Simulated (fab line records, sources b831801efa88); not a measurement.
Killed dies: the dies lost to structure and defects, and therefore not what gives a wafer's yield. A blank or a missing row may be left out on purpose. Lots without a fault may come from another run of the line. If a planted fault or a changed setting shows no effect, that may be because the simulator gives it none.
fab line records | flow sfq-line | part 2 of 2: steps 25 to 34 of 34
[record] lots = 5 | wafers = 15 | last-day = 92
route steps=325 shown I6@280 M7@281 I7@296 M8@311
lots untouched by any fault: they come from a run of this same line in which no faults occurred
start-h: hours from the record's opening day to when the first of the lot's shown wafers began | wait-h: how many hours have passed since the lot's step before this one | " identical to the entry in the row above | L1.1+2: one row covering several wafers at once | - no value, or no start was given | * or withheld: withheld | < > ~ a bound
route shown NAME@n: a module of which the file shows steps, and the number in the route of the first | usual: mean/standard deviation taken from wafers without a fault | same: alike in all rows | chamber/n: place in a boat | sites: per-site readings | _std_site: standard deviation across them | _edge_site: the outer-site mean with the inner-site mean subtracted | radius-mm: how far each site lies from the wafer's centre | mask NAME#n: copy n | behind: the tool/chamber that last shaped the wafer | hold: why the lot was held/for how many hours/how that ended | device: names the non-switching transistor (n, p or np) | end of line: at the end of the route, the tests of the same wafers | a step given without rows: its recipe and nothing more | killed: dies lost to structure and defects at the first sort, not the wafer's yield | map: per-die view of a wafer (x killed, . not killed, _ where there is no die)
set.NAME: the setting that was run; set.NAME@STEP: the one run at that earlier step | model.NAME: the simulator's own value behind a step, which no gauge read
lots at selected steps of the route; one table per step, one row per wafer
services: the hour from which a tool's chamber was out of use, counted from the record's first day as start-h (under 0 if before that day), plus the number of hours and why
[[steps]]
[step SFQ_TRILAYER_I7_VIA_LITHO_DEVELOP_189]
[recipe] time-s = 60 | resist = KrF
[usual] exhaust-pa = 45.1/0.85
lot.wafer | tool           | chamber | start-h | wait-h | exhaust-pa
L082.1    | litho-track-02 | 0       | 2060.83 | 0.1    | 43.7
L082.2    | "              | 0       | "       | "      | 44.9
L082.4    | "              | 0       | "       | "      | 44.5
L085.1    | litho-track-02 | 0       | 2068.41 | 0.1    | 44.5
L085.4    | "              | 0       | "       | "      | 44.3
L085.6    | "              | 0       | "       | "      | 45.0
L086.1    | litho-track-02 | 0       | 2074.15 | 0.1    | 44.9
L086.2    | "              | 0       | "       | "      | 45.3
L086.5    | "              | 0       | "       | "      | 44.5
L094.1    | litho-track-04 | 0       | 2114.77 | 0.1    | 45.7
L094.4    | "              | 0       | "       | "      | 45.0
L094.6    | "              | 0       | "       | "      | 45.7
L097.3    | litho-track-02 | 0       | 2126.06 | 0.1    | 45.3
L097.4    | "              | 0       | "       | "      | 45.3
L097.5    | "              | 0       | "       | "      | 46.3
[step SFQ_I7_OVL_MEAS_947]
[usual] I7_OVL = -1/5.5
lot.wafer | tool       | chamber | start-h | wait-h | I7_OVL[nm]
L082.1    | overlay-02 | -       | 2060.98 | 0.1    | 4
L082.2    | "          | -       | "       | "      | -4
L082.4    | "          | -       | "       | "      | -7
L085.1    | overlay-01 | -       | 2068.56 | 0.1    | 1
L085.4    | "          | -       | "       | "      | 6
L085.6    | "          | -       | "       | "      | 10
L086.1    | overlay-01 | -       | 2074.30 | 0.1    | -6
L086.2    | "          | -       | "       | "      | -2
L086.5    | "          | -       | "       | "      | -8
L094.1    | overlay-02 | -       | 2114.92 | 0.1    | -1
L094.4    | "          | -       | "       | "      | -1
L094.6    | "          | -       | "       | "      | -2
L097.3    | overlay-01 | -       | 2126.17 | 0.1    | -1
L097.4    | "          | -       | "       | "      | 7
L097.5    | "          | -       | "       | "      | 0
[step SFQ_TRILAYER_I7_VIA_BARC_OPEN_VIA_ETCH_260]
[recipe] mask-material = PR | chemistry = O2 | target-depth-nm = 125 | target = BARC | source-w = 500 | bias-w = 80 | pressure-mtorr = 30 | time-s = 41.7
[usual] drypump-motor-current-A = 5.9/0.59 | oes-product-au = 0.684/0.0046 | rf-fwd-power-W = 494.6/2.2
lot.wafer | tool        | chamber | start-h | wait-h | drypump-motor-current-A | oes-product-au | rf-fwd-power-W | rf-hours-counter-h
L082.1    | rie-diel-04 | 1       | 2061.02 | 0.0    | 6.4                     | 0.683          | 498.3          | 3
L082.2    | "           | 3       | "       | "      | 5.8                     | 0.678          | 493.7          | 20
L082.4    | "           | 0       | "       | "      | 5.1                     | 0.691          | 490.7          | 15
L085.1    | rie-diel-04 | 1       | 2068.59 | 0.0    | 6.4                     | 0.687          | 496.4          | 4
L085.4    | "           | 0       | "       | "      | 5.2                     | 0.684          | 494.4          | 15
L085.6    | "           | 2       | "       | "      | 6.2                     | 0.682          | 492.9          | -
L086.1    | rie-diel-01 | 1       | 2074.33 | 0.0    | 6.6                     | 0.692          | 495.6          | 13
L086.2    | "           | 0       | "       | "      | 6.0                     | 0.685          | 496.9          | 19
L086.5    | "           | 2       | "       | "      | 5.0                     | 0.684          | 495.2          | -
L094.1    | rie-diel-01 | 0       | 2114.96 | 0.0    | 6.0                     | 0.685          | 494.3          | 20
L094.4    | "           | 3       | "       | "      | 6.4                     | 0.683          | 496.0          | -
L094.6    | "           | 1       | "       | "      | 6.7                     | 0.686          | 495.8          | -
L097.3    | rie-diel-02 | 1       | 2126.20 | 0.0    | 5.8                     | 0.686          | 490.6          | 15
L097.4    | "           | 0       | "       | "      | 5.0                     | 0.684          | 495.8          | 10
L097.5    | "           | 2       | "       | "      | 6.7                     | 0.680          | 492.2          | -
[step SFQ_TRILAYER_I7_VIA_ETCH_VIA_ETCH_190]
[recipe] target = SiO2 | stop-on = Nb | mask-material = PR | taper-deg = 20 | chemistry = CHF3 | target-depth-nm = 260 | source-w = 500 | bias-w = 80 | pressure-mtorr = 30 | time-s = withheld
[usual] drypump-motor-current-A = 5.9/0.59 | oes-product-au = 0.855/0.0055 | rf-fwd-power-W = 498.2/1.7
lot.wafer | tool        | chamber | start-h | wait-h | drypump-motor-current-A | oes-product-au | rf-fwd-power-W
L082.1    | rie-diel-04 | 1       | 2061.06 | 0.0    | 6.4                     | 0.854          | 497.0
L082.2    | "           | 3       | "       | "      | 5.7                     | 0.853          | 501.4
L082.4    | "           | 0       | "       | "      | 5.2                     | 0.848          | 495.1
L085.1    | rie-diel-04 | 1       | 2068.63 | 0.0    | 6.4                     | 0.860          | 500.0
L085.4    | "           | 0       | "       | "      | 5.2                     | 0.859          | 498.2
L085.6    | "           | 2       | "       | "      | 6.3                     | 0.854          | 496.3
L086.1    | rie-diel-01 | 1       | 2074.37 | 0.0    | 6.7                     | 0.856          | 497.2
L086.2    | "           | 0       | "       | "      | 6.0                     | 0.859          | 497.5
L086.5    | "           | 2       | "       | "      | 5.0                     | 0.853          | 498.5
L094.1    | rie-diel-01 | 0       | 2115.00 | 0.0    | 6.0                     | 0.850          | 499.8
L094.4    | "           | 3       | "       | "      | 6.4                     | 0.849          | 498.4
L094.6    | "           | 1       | "       | "      | 6.7                     | 0.856          | 497.5
L097.3    | rie-diel-02 | 1       | 2126.24 | 0.0    | 5.8                     | 0.851          | 502.6
L097.4    | "           | 0       | "       | "      | 5.0                     | 0.848          | 499.4
L097.5    | "           | 2       | "       | "      | 6.7                     | 0.856          | 500.0
[step SFQ_TRILAYER_I7_VIA_STRIP_STRIP_191]
[recipe] gas = O2 | power-w = 200 | platen-temp-c = 40 | overash-fraction = 0.65 | chemistry = O2 | pressure-mtorr = 50
[usual] drypump-motor-current-A = 5.4/0.32 | oes-product-au = 1.001/0.012 | platen-temp-c = 40.00/0.11
lot.wafer | tool         | chamber | start-h | wait-h | drypump-motor-current-A | oes-product-au | platen-temp-c | rf-hours-counter-h
L082.1    | rie-metal-02 | 0       | 2061.17 | -      | 5.7                     | 1.004          | 39.74         | 105
L082.2    | "            | 1       | "       | "      | 4.7                     | 1.023          | 39.97         | 109
L082.4    | "            | 0       | "       | "      | 5.7                     | 1.002          | 40.08         | -
L085.1    | rie-metal-01 | 1       | 2068.75 | -      | 5.4                     | 1.003          | 39.91         | 54
L085.4    | "            | 0       | "       | "      | 5.8                     | 0.988          | 40.03         | -
L085.6    | "            | 0       | "       | "      | 5.8                     | 0.992          | 39.99         | -
L086.1    | rie-metal-01 | 0       | 2074.49 | -      | 5.8                     | 0.998          | 40.17         | 36
L086.2    | "            | 1       | "       | "      | 5.4                     | 0.999          | 40.01         | 55
L086.5    | "            | 1       | "       | "      | 5.4                     | 0.998          | 40.17         | -
L094.1    | rie-metal-02 | 1       | 2115.11 | -      | 4.7                     | 1.021          | 40.20         | 116
L094.4    | "            | 1       | "       | "      | 4.7                     | 1.006          | 40.07         | -
L094.6    | "            | 0       | "       | "      | 5.7                     | 1.017          | 40.05         | -
L097.3    | rie-metal-02 | 1       | 2126.55 | -      | 4.7                     | 1.009          | 40.08         | -
L097.4    | "            | 0       | "       | "      | 5.7                     | 0.999          | 40.12         | -
L097.5    | "            | 1       | "       | "      | 4.7                     | 1.015          | 40.08         | -
[step SFQ_TRILAYER_I7_VIA_STRIP_SOLV_CLEAN_192]
[recipe] chemistry = NMP | temp-c = 70 | time-s = 600
lot.wafer  | tool         | chamber | start-h | wait-h
L082.1+2+4 | wet-bench-03 | 7,0,4   | 2061.77 | 0.4
L085.1+4+6 | wet-bench-02 | 4,6,1   | 2069.35 | 0.4
L086.1+2+5 | wet-bench-01 | 5,6,4   | 2075.09 | 0.4
L094.1+4+6 | wet-bench-01 | 5,0,1   | 2115.71 | 0.4
L097.3+4+5 | wet-bench-01 | 1,3,0   | 2126.95 | 0.2
[step SFQ_TRILAYER_M8_LITHO_LOR_COAT_197]
[recipe] resist = lift-off | spin-rpm = 3000
[usual] exhaust-pa = 45.1/0.79
lot.wafer | tool           | chamber | start-h | wait-h | exhaust-pa
L082.1    | litho-track-04 | 0       | 2061.94 | 0.0    | 45.5
L082.2    | "              | 0       | "       | "      | 46.0
L082.4    | "              | 0       | "       | "      | 45.6
L085.1    | litho-track-01 | 0       | 2069.52 | 0.0    | 45.8
L085.4    | "              | 0       | "       | "      | 45.6
L085.6    | "              | 0       | "       | "      | 45.9
L086.1    | litho-track-01 | 0       | 2075.26 | 0.0    | 45.0
L086.2    | "              | 0       | "       | "      | 44.9
L086.5    | "              | 0       | "       | "      | 44.1
L094.1    | litho-track-03 | 0       | 2115.89 | 0.0    | 45.7
L094.4    | "              | 0       | "       | "      | 46.8
L094.6    | "              | 0       | "       | "      | 45.3
L097.3    | litho-track-04 | 0       | 2127.22 | 0.1    | 42.9
L097.4    | "              | 0       | "       | "      | 43.9
L097.5    | "              | 0       | "       | "      | 44.7
[step SFQ_TRILAYER_M8_LITHO_LOR_BAKE_198]
[recipe] resist = lift-off | temp-c = withheld | time-s = withheld
[usual] exhaust-pa = 45.1/1
lot.wafer | tool           | chamber | start-h | wait-h | exhaust-pa
L082.1    | litho-track-04 | 0       | 2062.24 | 0.2    | 46.5
L082.2    | "              | 0       | "       | "      | 46.0
L082.4    | "              | 0       | "       | "      | 46.5
L085.1    | litho-track-01 | 0       | 2069.82 | 0.2    | 45.6
L085.4    | "              | 0       | "       | "      | 45.7
L085.6    | "              | 0       | "       | "      | 46.7
L086.1    | litho-track-01 | 0       | 2075.56 | 0.2    | 44.0
L086.2    | "              | 0       | "       | "      | 45.1
L086.5    | "              | 0       | "       | "      | 45.9
L094.1    | litho-track-03 | 0       | 2116.19 | 0.2    | 47.2
L094.4    | "              | 0       | "       | "      | 45.7
L094.6    | "              | 0       | "       | "      | 46.9
L097.3    | litho-track-04 | 0       | 2127.61 | 0.3    | 45.4
L097.4    | "              | 0       | "       | "      | 45.2
L097.5    | "              | 0       | "       | "      | 45.0
[step SFQ_TRILAYER_M8_LITHO_COAT_193]
[recipe] resist = KrF | spin-rpm = 3000 | resist-thk-nm = 600
[usual] exhaust-pa = 45.2/0.87
lot.wafer | tool           | chamber | start-h | wait-h | exhaust-pa
L082.1    | litho-track-04 | 0       | -       | -      | 45.9
L082.2    | "              | 0       | "       | "      | 44.7
L082.4    | "              | 0       | "       | "      | 46.4
L085.1    | litho-track-01 | 0       | -       | -      | 46.1
L085.4    | "              | 0       | "       | "      | 43.7
L085.6    | "              | 0       | "       | "      | 45.2
L086.1    | litho-track-01 | 0       | -       | -      | 45.0
L086.2    | "              | 0       | "       | "      | 44.8
L086.5    | "              | 0       | "       | "      | 45.0
L094.1    | litho-track-03 | 0       | -       | -      | 44.9
L094.4    | "              | 0       | "       | "      | 45.0
L094.6    | "              | 0       | "       | "      | 45.0
L097.3    | litho-track-04 | 0       | -       | -      | 45.5
L097.4    | "              | 0       | "       | "      | 45.1
L097.5    | "              | 0       | "       | "      | 45.4
[step SFQ_TRILAYER_M8_LITHO_SOFTBAKE_199]
[recipe] temp-c = withheld | time-s = withheld | resist = KrF
[usual] exhaust-pa = 45.0/0.88
lot.wafer | tool           | chamber | start-h | wait-h | exhaust-pa
L082.1    | litho-track-04 | 0       | -       | -      | 45.6
L082.2    | "              | 0       | "       | "      | 45.8
L082.4    | "              | 0       | "       | "      | 44.9
L085.1    | litho-track-01 | 0       | -       | -      | 45.1
L085.4    | "              | 0       | "       | "      | 44.3
L085.6    | "              | 0       | "       | "      | 44.5
L086.1    | litho-track-01 | 0       | -       | -      | 45.0
L086.2    | "              | 0       | "       | "      | 45.0
L086.5    | "              | 0       | "       | "      | 45.3
L094.1    | litho-track-03 | 0       | -       | -      | 45.4
L094.4    | "              | 0       | "       | "      | 44.7
L094.6    | "              | 0       | "       | "      | 45.4
L097.3    | litho-track-04 | 0       | -       | -      | 45.4
L097.4    | "              | 0       | "       | "      | 45.8
L097.5    | "              | 0       | "       | "      | 44.9
[[services]]
tool           | chamber | start-h | hours | kind
cmp-01         | -       | 1931.23 | 0.9   | repair
krf-scanner-02 | -       | 1932.24 | 0.8   | pm
cmp-01         | -       | 1934.02 | 0.3   | repair
cmp-01         | -       | 1934.13 | 0.6   | repair
krf-scanner-02 | -       | 1934.41 | 1.2   | repair
cmp-01         | -       | 1946.29 | 4.0   | pm
pvd-sputter-04 | -       | 1954.19 | 7.0   | repair
pvd-sputter-04 | -       | 1965.65 | 6.8   | repair
film-metro-01  | -       | 1974.56 | 1.7   | pm
rie-metal-01   | -       | 1977.70 | 1.4   | pm
film-metro-01  | -       | 1984.36 | 0.7   | pm
rie-diel-01    | -       | 2007.49 | 0.1   | repair
rie-metal-02   | -       | 2012.62 | 0.6   | repair
pvd-sputter-05 | -       | 2014.29 | 1.5   | repair
rie-metal-02   | -       | 2017.25 | 2.8   | pm
krf-scanner-01 | -       | 2032.70 | 1.0   | pm
rie-diel-01    | 2       | 2037.37 | 7.5   | repair
pvd-sputter-05 | -       | 2055.78 | 10.1  | repair
krf-scanner-01 | -       | 2060.99 | 1.3   | pm
krf-scanner-01 | -       | 2081.12 | 0.8   | pm
wet-bench-01   | -       | 2088.71 | 5.0   | repair
film-metro-01  | -       | 2110.25 | 0.6   | pm
film-metro-01  | -       | 2111.94 | 0.5   | pm
film-metro-01  | -       | 2115.50 | 0.1   | pm
